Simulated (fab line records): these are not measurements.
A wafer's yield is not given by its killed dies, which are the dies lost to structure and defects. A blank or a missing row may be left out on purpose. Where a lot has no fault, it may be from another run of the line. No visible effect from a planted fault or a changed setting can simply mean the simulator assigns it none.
Chamber matching | flow gf180mcu | cmp-02 running GF_CONTACT_CMP_04: 4 sister chambers
The step polishes SiO2. 8 wafers are shown with their chamber, then 8 later ones without.

## WAFERS, EACH WITH ITS CHAMBER
wafer  | chamber | time-to-endpoint-s (s) | motor-current-A (A)
L476.2 | 0       | 105                    | 13.1
L479.6 | 2       | 112                    | 13.6
L486.1 | 0       | 108                    | 12.0
L486.3 | 1       | 104                    | 13.2
L490.1 | 2       | 109                    | 14.3
L490.2 | 1       | 100                    | 13.3
L490.4 | 3       | 116                    | 12.9
L493.1 | 3       | 110                    | 11.4

## WAFERS WITH NO CHAMBER GIVEN
wafer  | time-to-endpoint-s (s) | motor-current-A (A)
L493.4 | 104                    | 14.2
L493.5 | 109                    | 12.3
L494.1 | 110                    | 14.2
L494.2 | 110                    | 12.5
L494.4 | 126                    | 11.9
L496.2 | 104                    | 14.0
L496.4 | 107                    | 13.3
L496.6 | 107                    | 14.2

## THE CHAMBER EACH PASSED THROUGH
wafer  | from the rows above               | in truth
L493.4 | can't be placed: 1 or 2 or 0      | 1
L493.5 | can't be placed: 0 or 3 or 2 or 1 | 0
L494.1 | 2                                 | 2
L494.2 | can't be placed: 3 or 0 or 2 or 1 | 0
L494.4 | can't be placed: 3 or 2           | 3
L496.2 | can't be placed: 1 or 2 or 0      | 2
L496.4 | can't be placed: 0 or 2 or 1 or 3 | 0
L496.6 | can't be placed: 2 or 1 or 0      | 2
Placed correctly: 1 of 8. Unplaceable from these rows: 7, with the true chamber sitting among the candidates in 7. Placed wrongly: 0.
How it was worked out, from the rows above alone: a wafer's distance from a chamber is the root of the sum, over the readings, of the square of ((its reading less the chamber's mean) divided by the reading's scatter). If the next closest chamber is less than 2 further off than the closest, the wafer can't be placed; otherwise it belongs to the closest. Each chamber's mean is taken over the wafers shown for it. The scatter is the square root of a quotient: the sum, over the shown wafers, of each reading's squared deviation from its chamber's mean, divided by wafers minus chambers.
